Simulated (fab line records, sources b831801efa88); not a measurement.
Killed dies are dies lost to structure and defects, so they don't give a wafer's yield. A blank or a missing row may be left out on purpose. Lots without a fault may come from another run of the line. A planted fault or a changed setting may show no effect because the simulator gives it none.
A struck lot beside a sound one | flow sky130 | 16 steps out of a route of 708
Sound: wafers L785.2, L785.3, L785.5. Struck: wafers L786.1, L786.4, L786.5. The cause comes at the end.
At each step with rows: each side's tool, then ch and its chambers, then its first start. Under that, the readings that differ: sound wafers | struck wafers | difference of the means | sigmas: that difference in standard deviations of wafers without a fault.
alike: readings whose means differ by less than 2 such deviations, and words and numbers that are the same on both sides. not compared: withheld readings, readings that some wafer has no value for, bounds like >300 that may hide the same value, and numbers for which the record gives no deviation and whose values overlap.
The two part at a step that has a row with sigmas, a row that says differs or no value, or rows on one side only. Numbers that don't overlap but have no deviation are shown without sigmas and don't part them. A reading that every wafer of one side lacks parts them only if that side has two wafers or more.

first, 8 steps without rows for these wafers: SKY_METAL2_DEHYDRATE_07 (time 60 s); SKY_METAL2_HMDS_08 (prime time 60 s); SKY_METAL2_COAT_09 (resist thk 60 nm); SKY_METAL2_COAT_10 (resist thk 450 nm); SKY_METAL2_SOFTBAKE_11 (time 90 s); SKY_METAL2_EXPOSE_12 (exposes mask MM2, target cd 140 nm); SKY_METAL2_PEB_13; SKY_METAL2_DEVELOP_14 (develop time 60 s).
SKY_METAL2_CD_MEAS_15: target cd 140 nm.
  sound on cd_sem-02, day 37 03:48; struck on cd_sem-01, day 37 11:38
  alike: cd_nm
SKY_METAL2_OVL_MEAS_16:
  sound on overlay-02, day 37 03:54; struck on overlay-01, day 37 11:45
  reading         | sound  | struck    | difference | sigmas
  METAL2_OVL (nm) | -6 6 9 | -11 -7 -3 | -10        | -2
SKY_METAL2_DESCUM_17: chemistry O2, time 8 s.
  sound on rie_metal-04 ch 0,1, day 37 03:56; struck on rie_metal-04 ch 0, day 37 11:47
  alike: drypump_motor_current_A, oes_product_au, temp_c
  not compared: rf_hours_counter_h
SKY_METAL2_ETCH_18: etches BARC in N2/H2, stops on SiO2, time 45.9 s, target depth 60 nm.
  sound on rie_metal-04 ch 0,1, day 37 03:58; struck on rie_metal-04 ch 0, day 37 11:49
  alike: bias_w, chamber_pressure_mTorr, drypump_motor_current_A, oes_product_au, throttle_valve_pct
  not compared: rf_hours_counter_h
SKY_METAL2_METAL_ETCH_19: etches the open film in Cl2/BCl3, stops on SiO2, target depth 360 nm, time 78 s.
  sound on rie_metal-04 ch 0,1, day 37 04:02; struck on rie_metal-04 ch 0, day 37 11:53
  no value came back on the struck wafers for any of 6 readings (bcl3_flow_sccm (sccm), bias_w (W) and others); on the sound wafers bcl3_flow_sccm (sccm) reads 29.99 30.00 29.99
  reading                                       | sound             | struck          | difference | sigmas
  model.KrF-thick_of_METAL2_COAT_10.thk_nm (nm) | 158.5 159.5 159.8 | 392 392.7 393.4 | +233       |
  model.SiO2_of_VIA1_HDPCVD_00.thk_nm (nm)      | 330.4 331.8 331.3 | 344.4 343 341.4 | +11.8      |
  not compared: rf_hours_counter_h
SKY_METAL2_STRIP_20: strips in O2/N2.
  sound on plasma_asher-03 ch 0,1, day 37 04:07; struck on plasma_asher-02 ch 0,1, day 37 11:58
  reading                      | sound             | struck            | difference | sigmas
  oes_product_au (a.u.)        | 0.337 0.340 0.350 | 0.441 0.444 0.438 | +0.099     | +19
  strip_time_to_endpoint_s (s) | 2.69 2.71 2.72    | 5.22 5.21 5.21    | +2.51      | +70
  alike: drypump_motor_current_A
  not compared: rf_hours_counter_h
then, 1 step without rows for these wafers: SKY_METAL2_STRIP_21 (strips in post etch residue remover, time 1200 s).
-- the record jumps here: 10 days lie between the struck wafers' starts before and after (it left off in module METAL2 and takes up again in module PAD_OPEN, whose first step shown is number 708 of the route) --
SKY_PAD_OPEN_PROBE_99:
  sound on prober-02, day 47 07:36; struck on prober-02, day 47 14:38
  reading                  | sound          | struck         | difference | sigmas
  defect_limited_yield (%) | 84.1 81.3 81.7 | 0 0 0          | -82        | -43
  killed_at_M0_to_M3       | 32 37 38       | 454 438 449    | +411       | +63
  killed_dies              | 78 92 90       | 492 492 492    | +405       | +44
  killed_on_rim            | 17 21 17       | 96 96 96       | +78        | +18
  sort_bin_5_function (%)  | 10.2 11.2 10.2 | 93.7 91.1 92.7 | +82.0      | +59
  sort_n_pass              | 414 400 402    | 0 0 0          | -405       | -44
  sort_yield_pct (%)       | 84.1 81.3 81.7 | 0 0 0          | -82        | -43
  alike: killed_at_M4_up, killed_at_contacts, killed_at_front_end, killed_at_other, killed_open, killed_short, sort_bin_3_pad_short, sort_bin_6_memory

WHERE THEY PART
First at SKY_METAL2_OVL_MEAS_16; last, within this record, at SKY_PAD_OPEN_PROBE_99.

WHY: what the simulator had put in
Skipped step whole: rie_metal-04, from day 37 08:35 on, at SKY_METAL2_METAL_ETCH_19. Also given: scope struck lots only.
